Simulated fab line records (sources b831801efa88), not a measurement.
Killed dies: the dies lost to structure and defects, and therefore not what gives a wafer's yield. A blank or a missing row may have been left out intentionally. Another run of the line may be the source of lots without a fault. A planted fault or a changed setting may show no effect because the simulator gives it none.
A sampling plan put to the test + flow gf180mcu + 11 faults told of in these records, all on one fab line, each judged by the records of the lots it struck
Plan = the line's own looks (route steps where a gauge or an inspection reads the wafer without altering it). A look is open to judgement when struck wafers have a number at it and the file gives its usual mean and standard deviation on fault-free wafers. Caught: a look later than the fault's first step finds the struck wafers' mean 4 or more of those standard deviations (sigma) from the usual mean. On the tool: the same test on the tool's own readings at the fault's steps. Also counted as caught: the struck wafers showing another recipe, or a record that is empty for them alone.

THE FAULTS, as the simulator had put them in
1. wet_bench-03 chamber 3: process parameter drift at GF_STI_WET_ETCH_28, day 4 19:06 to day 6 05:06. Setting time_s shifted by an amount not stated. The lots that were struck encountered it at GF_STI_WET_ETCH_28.
2. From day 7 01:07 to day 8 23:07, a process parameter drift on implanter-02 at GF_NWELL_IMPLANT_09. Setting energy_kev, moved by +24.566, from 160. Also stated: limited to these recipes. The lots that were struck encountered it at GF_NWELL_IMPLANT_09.
3. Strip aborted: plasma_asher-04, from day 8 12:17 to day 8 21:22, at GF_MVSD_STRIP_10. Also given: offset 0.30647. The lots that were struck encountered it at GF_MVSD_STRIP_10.
4. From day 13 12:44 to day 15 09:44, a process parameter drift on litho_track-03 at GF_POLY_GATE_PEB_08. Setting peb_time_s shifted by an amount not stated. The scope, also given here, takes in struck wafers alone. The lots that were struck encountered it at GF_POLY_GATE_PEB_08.
5. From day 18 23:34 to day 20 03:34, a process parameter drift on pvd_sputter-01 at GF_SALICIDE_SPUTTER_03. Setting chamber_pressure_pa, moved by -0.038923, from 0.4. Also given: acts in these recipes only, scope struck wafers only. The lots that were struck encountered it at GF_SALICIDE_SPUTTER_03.
6. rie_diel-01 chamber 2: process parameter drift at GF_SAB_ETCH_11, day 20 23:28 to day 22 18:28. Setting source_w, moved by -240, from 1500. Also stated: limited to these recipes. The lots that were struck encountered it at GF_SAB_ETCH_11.
7. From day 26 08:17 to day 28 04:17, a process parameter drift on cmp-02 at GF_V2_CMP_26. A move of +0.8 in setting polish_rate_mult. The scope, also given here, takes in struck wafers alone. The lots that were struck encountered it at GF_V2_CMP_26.
8. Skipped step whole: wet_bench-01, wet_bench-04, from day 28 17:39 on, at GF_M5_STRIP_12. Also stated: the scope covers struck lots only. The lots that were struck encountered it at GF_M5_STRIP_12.
9. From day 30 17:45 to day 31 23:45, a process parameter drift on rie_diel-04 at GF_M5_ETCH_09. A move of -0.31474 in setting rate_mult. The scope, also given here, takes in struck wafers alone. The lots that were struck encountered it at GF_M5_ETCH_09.
10. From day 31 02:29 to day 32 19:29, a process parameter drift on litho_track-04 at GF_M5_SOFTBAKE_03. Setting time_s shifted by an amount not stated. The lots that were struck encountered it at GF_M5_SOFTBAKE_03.
11. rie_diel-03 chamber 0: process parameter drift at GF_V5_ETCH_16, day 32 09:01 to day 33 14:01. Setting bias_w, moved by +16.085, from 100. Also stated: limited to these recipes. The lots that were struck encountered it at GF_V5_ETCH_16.

WHAT THE PLAN SAW
| fault | on the tool itself                               | first look that catches it                      | reading, sigma | median hours from its first step to that look | hours from the fault's start to the first struck lot there | judged looks passed uncaught |
|-------|--------------------------------------------------|-------------------------------------------------|----------------|-----------------------------------------------|------------------------------------------------------------|------------------------------|
| 1     | run_length_s -8.8 sigma                          | not the one look that can be judged after it    | -              | -                                             | -                                                          | 1                            |
| 2     | beam_energy_keV +99 or beyond sigma              | none of the 2 looks that can be judged after it | -              | -                                             | -                                                          | 2                            |
| 3     | oes_product_au +50 sigma                         | not the one look that can be judged after it    | -              | -                                             | -                                                          | 1                            |
| 4     | heater_power_total_W +25 sigma                   | no look after it can be judged                  | -              | -                                             | -                                                          | 0                            |
| 5     | chamber_pressure_pa -44 sigma                    | not the one look that can be judged after it    | -              | -                                             | -                                                          | 1                            |
| 6     | rf_fwd_power_W -37 sigma                         | no look after it can be judged                  | -              | -                                             | -                                                          | 0                            |
| 7     | time_to_endpoint_s -9.1 sigma                    | no look after it can be judged                  | -              | -                                             | -                                                          | 0                            |
| 8     | the tool's record is blank for the struck wafers | no look after it can be judged                  | -              | -                                             | -                                                          | 0                            |
| 9     | oes_product_au -22 sigma                         | no look after it can be judged                  | -              | -                                             | -                                                          | 0                            |
| 10    | heater_power_total_W +21 sigma                   | not the one look that can be judged after it    | -              | -                                             | -                                                          | 1                            |
| 11    | bias_w +54 sigma                                 | no look after it can be judged                  | -              | -                                             | -                                                          | 0                            |
Dash: fault not caught, or number not given in these records.

Caught at a look: 0 of 11. Caught on the tool: 11 of 11. By one or the other: 11 of 11.
Caught on the tool alone: faults 1, 2, 3, 4, 5, 6, 7, 8, 9, 10, 11.
